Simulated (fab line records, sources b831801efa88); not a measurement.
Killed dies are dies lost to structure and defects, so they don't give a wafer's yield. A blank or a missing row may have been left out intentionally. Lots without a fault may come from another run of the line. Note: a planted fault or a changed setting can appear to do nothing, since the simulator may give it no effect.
Split-lot study | flow sky130 | 23 wafers read from 5 lots, route of 708 steps

## ON THE SPLIT
At SKY_VIA4_HDPCVD_00 (deposits SiO2, target thk 1750 nm, time 291.7 s), the setting time s was moved away from the recipe's 291.7 s on 9 of the 23 wafers read, by -14.1% to +13.4%. This setting was run at the recipe's value on the other wafers.

Between the split and the reading, the file records no step.

## THE READING
VIA4_HDPCVD_THK in nanometres, read at SKY_VIA4_THK_MEAS_01. On this fab line, fault-free wafers typically give 1741 nm with a standard deviation of 22 nm.

wafer  | tool, chamber at the split | time s as run, s | against the recipe | VIA4_HDPCVD_THK, nm | against lot-mates on the recipe
L077.1 | hdpcvd-02, 0               | 250.6            | -14.1%             | 1490                | -255
L077.2 | hdpcvd-02, 2               | 291.7            | recipe             | 1753                | -
L077.4 | hdpcvd-02, 1               | 291.7            | recipe             | 1758                | -
L077.5 | hdpcvd-02, 2               | 291.7            | recipe             | 1725                | -
L077.6 | hdpcvd-02, 0               | 250.6            | -14.1%             | 1475                | -270
L078.1 | hdpcvd-02, 0               | 330.8            | +13.4%             | 1984                | +242
L078.2 | hdpcvd-02, 2               | 330.8            | +13.4%             | 1988                | +246
L078.3 | hdpcvd-02, 1               | 291.7            | recipe             | 1738                | -
L078.4 | hdpcvd-02, 2               | 330.8            | +13.4%             | 1970                | +228
L078.5 | hdpcvd-02, 0               | 291.7            | recipe             | 1745                | -
L081.1 | hdpcvd-02, 2               | 291.7            | recipe             | 1739                | -
L081.4 | hdpcvd-02, 0               | 291.7            | recipe             | 1752                | -
L081.5 | hdpcvd-02, 2               | 291.7            | recipe             | 1725                | -
L082.2 | hdpcvd-02, 1,0             | 291.7            | recipe             | 1722                | -
L082.3 | hdpcvd-02, 1,0             | 291.7            | recipe             | 1752                | -
L082.4 | hdpcvd-02, 2               | 264.3            | -9.4%              | 1564                | -168
L082.5 | hdpcvd-02, 0               | 264.3            | -9.4%              | 1582                | -150
L082.6 | hdpcvd-02, 1               | 291.7            | recipe             | 1723                | -
L085.1 | hdpcvd-02, 1               | 291.7            | recipe             | 1702                | -
L085.2 | hdpcvd-02, 2,1             | 291.7            | recipe             | 1723                | -
L085.3 | hdpcvd-02, 0               | 306.8            | +5.2%              | 1814                | +105
L085.4 | hdpcvd-02, 2,1             | 291.7            | recipe             | 1701                | -
L085.5 | hdpcvd-02, 0               | 306.8            | +5.2%              | 1829                | +120
Where a row lists several chambers, the file gives one row for several wafers and doesn't say which wafer went through which chamber.

THE FIT
A straight line over all 23 wafers: VIA4_HDPCVD_THK changes by +18 nm for each +1% of time s; r = +0.99; the points scatter about the line by 16 nm.
The same after taking each lot's own level away (the mean of its wafers on the recipe; 23 wafers): +18.2 nm for each +1%; r = +1.00; scatter 13 nm.
Per that fit: largest time s move, reading shift of 2.6e+02 nm.
The lots' own levels span 1708.7 to 1745.3 nm, that is 1.7 times the standard deviation above.
So the lot-to-lot level changes the slope little: the two slopes agree.
Check: for one of the wafers moved furthest among these (-14.1%), held out of the fit, the line's prediction against its lot-mates is -254 nm. Against them it came out at -255 nm.

## ADDITIONAL SPLITS CARRIED BY THESE WAFERS
Before the reading, these wafers also passed through other splits. Each is held against what the fit with the lots' levels taken away leaves over:
other split on the same wafers | wafers away from the commonest value | r with VIA4_HDPCVD_THK (lot level and that fit taken away)
SKY_CAP2M_COAT_07 spin rpm     | 6                                    | +0.12
SKY_METAL4_EXPOSE_10 dose mj   | 8                                    | +0.08

## THE WHOLE CHAIN: every reading that the file lists as answering this split, in the file's order
step                 | what it does                                    | reading                                                                        | change (the file's fit)              | r (the file's)
SKY_VIA4_HDPCVD_00   | deposits SiO2, target thk 1750 nm, time 291.7 s | SiO2_of_VIA4_HDPCVD_00.thk nm (the simulator's own value, which no gauge read) | +17.7 nm for each +1% of the setting | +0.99
SKY_VIA4_THK_MEAS_01 |                                                 | VIA4_HDPCVD_THK                                                                | +18.2 for each +1% of the setting    | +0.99

## THE FILE'S OWN FIT
VIA4_HDPCVD_THK changes by +18.2 nm for each +1% of time s, r = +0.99.
